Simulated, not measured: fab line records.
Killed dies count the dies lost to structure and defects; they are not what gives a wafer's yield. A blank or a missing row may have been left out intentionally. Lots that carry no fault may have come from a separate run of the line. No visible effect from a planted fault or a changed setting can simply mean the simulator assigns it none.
fab line records | flow gf180mcu
record lots=13 | wafers=39 | last-day=34
route steps=602 shown NWELL@50 V3@454 M4@471
lots with no fault: from the same line, run without faults
start-h: hours from the record's opening day to when the first of the lot's shown wafers began | wait-h: hours from the lot's prior step to this one | " unchanged from the row above | L1.1+2: several wafers, shown together as one row | - no value, or no start was given | * or withheld: withheld | < > ~ a bound
route shown NAME@n: a module of which the file shows steps, and the number in the route of the first | usual: the fault-free wafers' mean and standard deviation | same: alike in all rows | chamber/n: place in a boat | sites: readings site by site | _std_site: standard deviation across them | _edge_site: inner sites' mean taken away from outer sites' mean | radius-mm: for every site, how far away it sits from the centre of the wafer | mask NAME#n: copy n | behind: the last tool/chamber to shape the wafer | hold: reason for holding the lot/hours on hold/outcome of the hold | device: the transistor (n, p or np) that didn't switch | end of line: tests run on the same wafers once the route is complete | step lacking rows: just its recipe | killed: dies lost to structure and defects at the first sort, not the wafer's yield | map: dies across one wafer; x = killed, . = not, _ = none there
set.NAME: setting as actually run; set.NAME@STEP: the setting as run at that earlier step | model.NAME: the simulator's own value behind a step, which no gauge read
the route's steps for a sample of lots (tables are steps, rows are wafers)
services: when a tool's chamber went out of use (start-h, in hours from the record's first day, below 0 if earlier), for how many hours, and the reason
## steps
# step GF_NWELL_IMPLANT_08
# recipe species=P | energy-kev=450 | dose-cm2=1.5e+13 | tilt-deg=0
# usual tilt-deg=0.001/0.019
lot.wafer | tool         | chamber | start-h | wait-h | tilt-deg
L940.2    | implanter-02 | 0       | 54.83   | 0.0    | -0.023
L940.3    | "            | 0       | "       | "      | -0.024
L940.6    | "            | 0       | "       | "      | -0.005
L941.1    | implanter-02 | 0       | 60.76   | 0.0    | 0.010
L941.4    | "            | 0       | "       | "      | 0.005
L941.6    | "            | 0       | "       | "      | 0.033
L942.1    | implanter-02 | 0       | 68.06   | 0.0    | -0.013
L942.4    | "            | 0       | "       | "      | 0.011
L942.5    | "            | 0       | "       | "      | 0.019
L943.1    | implanter-03 | 0       | 72.06   | 0.0    | -0.011
L943.3    | "            | 0       | "       | "      | -0.004
L943.5    | "            | 0       | "       | "      | -0.008
L944.2    | implanter-04 | 0       | 77.83   | 0.0    | -0.015
L944.3    | "            | 0       | "       | "      | 0.028
L944.4    | "            | 0       | "       | "      | -0.018
L946.3    | implanter-04 | 0       | 87.41   | 0.1    | -0.005
L946.4    | "            | 0       | "       | "      | 0.009
L946.6    | "            | 0       | "       | "      | -0.027
L946.3    | implanter-04 | 0       | 87.73   | 0.3    | 0.024
L946.4    | "            | 0       | "       | "      | 0.024
L946.6    | "            | 0       | "       | "      | 0.058
L948.2    | implanter-02 | 0       | 105.58  | 0.0    | -0.006
L948.3    | "            | 0       | "       | "      | -0.029
L948.6    | "            | 0       | "       | "      | -0.042
L952.3    | implanter-03 | 0       | 124.21  | 0.1    | -0.014
L952.4    | "            | 0       | "       | "      | 0.000
L952.5    | "            | 0       | "       | "      | -0.016
L952.3    | implanter-03 | 0       | 124.53  | 0.3    | -0.020
L952.4    | "            | 0       | "       | "      | 0.008
L952.5    | "            | 0       | "       | "      | -0.010
L957.2    | implanter-04 | 0       | 149.08  | 0.0    | 0.006
L957.4    | "            | 0       | "       | "      | 0.019
L957.5    | "            | 0       | "       | "      | 0.025
L958.3    | implanter-02 | 0       | 152.85  | 0.1    | -0.001
L958.4    | "            | 0       | "       | "      | -0.009
L958.6    | "            | 0       | "       | "      | -0.023
L960.1    | implanter-04 | 0       | 166.55  | 0.0    | 0.036
L960.3    | "            | 0       | "       | "      | 0.014
L960.6    | "            | 0       | "       | "      | 0.003
L962.2    | implanter-02 | 0       | 178.23  | 0.0    | 0.016
L962.4    | "            | 0       | "       | "      | -0.029
L962.5    | "            | 0       | "       | "      | 0.009
L963.3    | implanter-04 | 0       | 182.80  | 0.1    | 0.017
L963.4    | "            | 0       | "       | "      | 0.008
L963.5    | "            | 0       | "       | "      | 0.024
# step GF_NWELL_TW_MEAS_11
# usual NWELL_TW=1578/12
lot.wafer | tool          | chamber | start-h | wait-h | NWELL_TW
L940.2    | film-metro-03 | -       | 55.22   | 0.1    | 1573
L940.3    | "             | -       | "       | "      | 1574
L940.6    | "             | -       | "       | "      | 1576
L941.1    | film-metro-04 | -       | 61.16   | 0.1    | 1596
L941.4    | "             | -       | "       | "      | 1601
L941.6    | "             | -       | "       | "      | 1599
L942.1    | film-metro-04 | -       | 68.46   | 0.1    | 1590
L942.4    | "             | -       | "       | "      | 1589
L942.5    | "             | -       | "       | "      | 1604
L943.1    | film-metro-04 | -       | 72.46   | 0.1    | 1590
L943.3    | "             | -       | "       | "      | 1597
L943.5    | "             | -       | "       | "      | 1599
L944.2    | film-metro-01 | -       | 78.22   | 0.1    | 1582
L944.3    | "             | -       | "       | "      | 1577
L944.4    | "             | -       | "       | "      | 1568
L946.3    | film-metro-03 | -       | 88.10   | 0.1    | 1923
L946.4    | "             | -       | "       | "      | 1922
L946.6    | "             | -       | "       | "      | 1910
L948.2    | film-metro-03 | -       | 105.97  | 0.1    | 1593
L948.3    | "             | -       | "       | "      | 1585
L948.6    | "             | -       | "       | "      | 1582
L952.3    | film-metro-04 | -       | 124.93  | 0.1    | 1952
L952.4    | "             | -       | "       | "      | 1948
L952.5    | "             | -       | "       | "      | 1963
L957.2    | film-metro-01 | -       | 149.48  | 0.1    | 1565
L957.4    | "             | -       | "       | "      | 1580
L957.5    | "             | -       | "       | "      | 1582
L958.3    | film-metro-03 | -       | 153.22  | 0.1    | 1573
L958.4    | "             | -       | "       | "      | 1585
L958.6    | "             | -       | "       | "      | 1582
L960.1    | film-metro-03 | -       | 166.95  | 0.1    | 1583
L960.3    | "             | -       | "       | "      | 1581
L960.6    | "             | -       | "       | "      | 1584
L962.2    | film-metro-01 | -       | 178.61  | 0.1    | 1566
L962.4    | "             | -       | "       | "      | 1567
L962.5    | "             | -       | "       | "      | 1568
L963.3    | film-metro-01 | -       | 183.17  | 0.1    | 1563
L963.4    | "             | -       | "       | "      | 1562
L963.5    | "             | -       | "       | "      | 1571
# step GF_VT_IMPLANT_RS_MEAS_47
# recipe thk-meas-gauge=four-point-probe
# usual NWELL_RS=488.1/0.96
lot.wafer | tool          | chamber | start-h | wait-h | NWELL_RS[ohm/sq]
L940.2    | film-metro-01 | -       | 156.46  | 0.1    | 488.5
L940.3    | "             | -       | "       | "      | 486.7
L940.6    | "             | -       | "       | "      | 487.4
L941.1    | film-metro-03 | -       | 160.64  | 0.1    | 488.4
L941.4    | "             | -       | "       | "      | 489.1
L941.6    | "             | -       | "       | "      | 489.1
L942.1    | film-metro-01 | -       | 170.58  | 0.1    | 488.3
L942.4    | "             | -       | "       | "      | 488.7
L942.5    | "             | -       | "       | "      | 487.7
L943.1    | film-metro-03 | -       | 176.29  | 0.1    | 488.3
L943.3    | "             | -       | "       | "      | 488.2
L943.5    | "             | -       | "       | "      | 487.9
L944.2    | film-metro-03 | -       | 183.01  | 0.1    | 488.9
L944.3    | "             | -       | "       | "      | 489.3
L944.4    | "             | -       | "       | "      | 489.6
L946.3    | film-metro-01 | -       | 195.32  | 0.1    | 349.5
L946.4    | "             | -       | "       | "      | 349.0
L946.6    | "             | -       | "       | "      | 348.6
L948.2    | film-metro-03 | -       | 219.60  | 0.1    | 488.7
L948.3    | "             | -       | "       | "      | 488.0
L948.6    | "             | -       | "       | "      | 489.3
L952.3    | film-metro-01 | -       | 242.43  | 0.1    | 349.3
L952.4    | "             | -       | "       | "      | 349.9
L952.5    | "             | -       | "       | "      | 349.8
L957.2    | film-metro-03 | -       | 272.91  | 0.1    | 487.4
L957.4    | "             | -       | "       | "      | 489.0
L957.5    | "             | -       | "       | "      | 488.1
L958.3    | film-metro-04 | -       | 278.58  | 0.1    | 487.0
L958.4    | "             | -       | "       | "      | 487.1
L958.6    | "             | -       | "       | "      | 487.9
L960.1    | film-metro-01 | -       | 294.28  | 0.1    | 487.2
L960.3    | "             | -       | "       | "      | 487.7
L960.6    | "             | -       | "       | "      | 486.1
L962.2    | film-metro-04 | -       | 309.26  | 0.1    | 487.3
L962.4    | "             | -       | "       | "      | 487.4
L962.5    | "             | -       | "       | "      | 488.4
L963.3    | film-metro-03 | -       | 315.37  | 0.1    | 488.3
L963.4    | "             | -       | "       | "      | 488.2
L963.5    | "             | -       | "       | "      | 487.9
# step GF_V3_THK_MEAS_25
# recipe thk-meas-gauge=xrf | reads=W_of_V3_CVD_23
# usual V3_W_THK=346/5.7
lot.wafer | tool          | chamber | start-h | wait-h | V3_W_THK[nm]
L940.2    | film-metro-03 | -       | 510.01  | 0.1    | 353
L940.3    | "             | -       | "       | "      | 357
L940.6    | "             | -       | "       | "      | 354
L941.1    | film-metro-04 | -       | 515.02  | 0.1    | 332
L941.4    | "             | -       | "       | "      | 338
L941.6    | "             | -       | "       | "      | 338
L942.1    | film-metro-03 | -       | 531.14  | 0.1    | 350
L942.4    | "             | -       | "       | "      | 350
L942.5    | "             | -       | "       | "      | 353
L943.1    | film-metro-03 | -       | 543.22  | 0.1    | 351
L943.3    | "             | -       | "       | "      | 353
L943.5    | "             | -       | "       | "      | 349
L944.2    | film-metro-02 | -       | 548.93  | 0.1    | 344
L944.3    | "             | -       | "       | "      | 344
L944.4    | "             | -       | "       | "      | 354
L946.3    | film-metro-02 | -       | 568.20  | 0.1    | 344
L946.4    | "             | -       | "       | "      | 349
L946.6    | "             | -       | "       | "      | 347
L948.2    | film-metro-02 | -       | 592.76  | 0.1    | 345
L948.3    | "             | -       | "       | "      | 345
L948.6    | "             | -       | "       | "      | 350
L952.3    | film-metro-03 | -       | 621.18  | 0.1    | 356
L952.4    | "             | -       | "       | "      | 346
L952.5    | "             | -       | "       | "      | 356
L957.2    | film-metro-04 | -       | 649.37  | 0.1    | 346
L957.4    | "             | -       | "       | "      | 340
L957.5    | "             | -       | "       | "      | 349
L958.3    | film-metro-02 | -       | 658.46  | 0.1    | 349
L958.4    | "             | -       | "       | "      | 345
L958.6    | "             | -       | "       | "      | 345
L960.1    | film-metro-03 | -       | 671.35  | 0.1    | 350
L960.3    | "             | -       | "       | "      | 347
L960.6    | "             | -       | "       | "      | 350
L962.2    | film-metro-02 | -       | 686.72  | 0.1    | 343
L962.4    | "             | -       | "       | "      | 345
L962.5    | "             | -       | "       | "      | 350
L963.3    | film-metro-03 | -       | 691.53  | 0.1    | 350
L963.4    | "             | -       | "       | "      | 343
L963.5    | "             | -       | "       | "      | 340
# step GF_M4_OVL_MEAS_15
# usual M4_OVL=3/5.2
lot.wafer | tool       | chamber | start-h | wait-h | M4_OVL[nm]
L940.2    | overlay-01 | -       | 534.04  | 0.1    | 2
L940.3    | "          | -       | "       | "      | -2
L940.6    | "          | -       | "       | "      | -5
L941.1    | overlay-02 | -       | 538.59  | 0.1    | -4
L941.4    | "          | -       | "       | "      | -7
L941.6    | "          | -       | "       | "      | -7
L942.1    | overlay-02 | -       | 554.51  | 0.1    | 8
L942.4    | "          | -       | "       | "      | 0
L942.5    | "          | -       | "       | "      | 6
L943.1    | overlay-01 | -       | 566.59  | 0.1    | 13
L943.3    | "          | -       | "       | "      | 2
L943.5    | "          | -       | "       | "      | -2
L944.2    | overlay-01 | -       | 571.99  | 0.1    | 9
L944.3    | "          | -       | "       | "      | 7
L944.4    | "          | -       | "       | "      | 4
L946.3    | overlay-02 | -       | 590.39  | 0.1    | 2
L946.4    | "          | -       | "       | "      | 6
L946.6    | "          | -       | "       | "      | 2
L948.2    | overlay-02 | -       | 614.14  | 0.1    | 7
L948.3    | "          | -       | "       | "      | 4
L948.6    | "          | -       | "       | "      | 2
L952.3    | overlay-01 | -       | 641.27  | 0.1    | -4
L952.4    | "          | -       | "       | "      | 0
L952.5    | "          | -       | "       | "      | -3
L957.2    | overlay-02 | -       | 669.14  | 0.1    | -3
L957.4    | "          | -       | "       | "      | 0
L957.5    | "          | -       | "       | "      | -1
L958.3    | overlay-02 | -       | 678.62  | 0.1    | 1
L958.4    | "          | -       | "       | "      | 6
L958.6    | "          | -       | "       | "      | 3
L960.1    | overlay-01 | -       | 690.93  | 0.1    | 8
L960.3    | "          | -       | "       | "      | 10
L960.6    | "          | -       | "       | "      | 6
L962.2    | overlay-01 | -       | 705.24  | 0.1    | 3
L962.4    | "          | -       | "       | "      | 8
L962.5    | "          | -       | "       | "      | 2
L963.3    | overlay-01 | -       | 709.79  | 0.1    | 14
L963.4    | "          | -       | "       | "      | 0
L963.5    | "          | -       | "       | "      | -3
# step GF_M4_METAL_ETCH_16
# recipe chemistry=Cl2/BCl3 | mask-material=KrF | target-depth-nm=750.8 | stop-on=SiO2 | pressure-mtorr=8 | icp-w=800 | bias-w=140 | Cl2_flow_sccm=80 | bcl3-flow-sccm=40 | time-s=125.1
# usual drypump-motor-current-A=5.6/0.64 | oes-product-au=0.984/0.01 | throttle-valve-pct=28.236/0.013
lot.wafer | tool         | chamber | start-h | wait-h | drypump-motor-current-A | oes-product-au | rf-hours-counter-h | throttle-valve-pct
L940.2    | rie-metal-02 | 1       | 534.11  | 0.1    | 5.9                     | 0.971          | -                  | 28.254
L940.3    | "            | 1       | "       | "      | 5.8                     | 0.973          | -                  | 28.252
L940.6    | "            | 1       | "       | "      | 5.8                     | 0.970          | -                  | 28.257
L941.1    | rie-metal-03 | 0       | 538.62  | 0.0    | 4.8                     | 0.960          | 3                  | 28.249
L941.4    | "            | 1       | "       | "      | 5.9                     | 0.977          | -                  | 28.230
L941.6    | "            | 1       | "       | "      | 5.9                     | 0.986          | -                  | 28.249
L942.1    | rie-metal-03 | 0       | 554.55  | 0.0    | 4.8                     | 0.969          | 3                  | 28.252
L942.4    | "            | 0       | "       | "      | 4.8                     | 0.974          | -                  | 28.242
L942.5    | "            | 0       | "       | "      | 4.8                     | 0.966          | -                  | 28.246
L943.1    | rie-metal-04 | 1       | 566.62  | 0.0    | 5.8                     | 0.989          | 1                  | 28.208
L943.3    | "            | 1       | "       | "      | 5.8                     | 0.991          | -                  | 28.234
L943.5    | "            | 0       | "       | "      | 4.6                     | 0.995          | -                  | 28.212
L944.2    | rie-metal-02 | 1       | 572.02  | 0.0    | 5.9                     | 0.984          | 11                 | 28.244
L944.3    | "            | 0       | "       | "      | 6.6                     | 0.996          | -                  | 28.238
L944.4    | "            | 1       | "       | "      | 5.9                     | 0.975          | -                  | 28.249
L946.3    | rie-metal-04 | 0       | 590.47  | 0.1    | 4.6                     | 0.998          | -                  | 28.218
L946.4    | "            | 1       | "       | "      | 5.8                     | 0.999          | -                  | 28.229
L946.6    | "            | 0       | "       | "      | 4.6                     | 1.000          | -                  | 28.220
L948.2    | rie-metal-02 | 1       | 614.17  | 0.0    | 5.8                     | 0.975          | 13                 | 28.246
L948.3    | "            | 0       | "       | "      | 6.6                     | 0.987          | -                  | 28.234
L948.6    | "            | 0       | "       | "      | 6.6                     | 1.000          | -                  | 28.229
L952.3    | rie-metal-04 | 1       | 641.33  | 0.1    | 5.8                     | 0.986          | -                  | 28.239
L952.4    | "            | 0       | "       | "      | 4.6                     | 1.001          | -                  | 28.205
L952.5    | "            | 1       | "       | "      | 5.8                     | 0.993          | -                  | 28.211
L957.2    | rie-metal-04 | 0       | 669.17  | 0.0    | 4.6                     | 0.996          | 14                 | 28.219
L957.4    | "            | 1       | "       | "      | 5.8                     | 0.978          | -                  | 28.235
L957.5    | "            | 0       | "       | "      | 4.6                     | 0.997          | -                  | 28.211
L958.3    | rie-metal-03 | 1       | 678.69  | 0.1    | 5.9                     | 0.988          | -                  | 28.220
L958.4    | "            | 0       | "       | "      | 4.8                     | 0.969          | -                  | 28.238
L958.6    | "            | 0       | "       | "      | 4.8                     | 0.968          | -                  | 28.238
L960.1    | rie-metal-03 | 1       | 690.97  | 0.0    | 5.9                     | 0.992          | 10                 | 28.255
L960.3    | "            | 1       | "       | "      | 5.9                     | 0.986          | -                  | 28.241
L960.6    | "            | 0       | "       | "      | 4.8                     | 0.969          | -                  | 28.243
L962.2    | rie-metal-04 | 1       | 705.31  | 0.1    | 5.8                     | 0.988          | -                  | 28.247
L962.4    | "            | 1       | "       | "      | 5.8                     | 1.003          | -                  | 28.246
L962.5    | "            | 1       | "       | "      | 5.8                     | 0.992          | -                  | 28.222
L963.3    | rie-metal-03 | 0       | 709.86  | 0.1    | 4.7                     | 0.973          | -                  | 28.244
L963.4    | "            | 1       | "       | "      | 5.9                     | 0.981          | -                  | 28.240
L963.5    | "            | 0       | "       | "      | 4.8                     | 0.964          | -                  | 28.245
## services
tool         | chamber | start-h | hours | kind
implanter-04 | -       | 55.70   | 2.9   | pm
implanter-03 | -       | 67.35   | 3.7   | pm
implanter-02 | -       | 78.52   | 4.2   | pm
rie-metal-04 | 1       | 102.70  | 14.9  | repair
implanter-04 | -       | 116.59  | 4.0   | pm
implanter-04 | -       | 120.57  | 7.7   | pm
rie-metal-03 | -       | 217.33  | 2.8   | repair
rie-metal-04 | 1       | 246.84  | 21.2  | repair
implanter-02 | -       | 283.55  | 3.3   | pm
rie-metal-04 | 1       | 340.41  | 9.8   | repair
implanter-04 | -       | 351.59  | 4.4   | repair
implanter-02 | -       | 411.75  | 3.1   | repair
rie-metal-03 | -       | 431.26  | 0.6   | repair
implanter-04 | -       | 448.21  | 0.5   | repair
rie-metal-04 | -       | 458.45  | 1.4   | pm
rie-metal-04 | -       | 503.18  | 14.6  | pm
implanter-02 | -       | 534.65  | 1.2   | repair
rie-metal-03 | -       | 544.34  | 2.8   | pm
implanter-02 | -       | 567.52  | 4.6   | pm
rie-metal-03 | -       | 592.53  | 2.4   | repair
implanter-04 | -       | 605.59  | 6.4   | pm
rie-metal-03 | 0       | 636.30  | 12.4  | repair
implanter-02 | -       | 641.43  | 1.4   | repair
implanter-04 | -       | 667.56  | 27.6  | repair
## key
first-sign step=GF_NWELL_IMPLANT_08 | reading=visit | direction=added
effect step=GF_NWELL_TW_MEAS_11 | reading=NWELL_TW | direction=up | sigmas=31 | usual=1578 | struck=1936
effect step=GF_VT_IMPLANT_RS_MEAS_47 | reading=NWELL_RS | direction=down | sigmas=99+ | usual=488.1 | struck=349.3
met-at GF_NWELL_IMPLANT_08
struck-lots L946,L952
tester-left-out L946,L952
not-acting-at GF_V3_THK_MEAS_25,GF_M4_OVL_MEAS_15,GF_M4_METAL_ETCH_16
fault kind=repeated-step-whole | tool=implanter-02,implanter-03,implanter-04 | chamber=- | onset-h=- | steps=GF_NWELL_IMPLANT_08 | times=1 | scope=struck-lots-only
# tester-left-out: of these lots the tester's yield and bins aren't shown, on N5 and GAA mostly nor the transistor test; their killed dies are dies lost to structure and defects alone, not to doping, threshold or leakage, so they don't give the yield
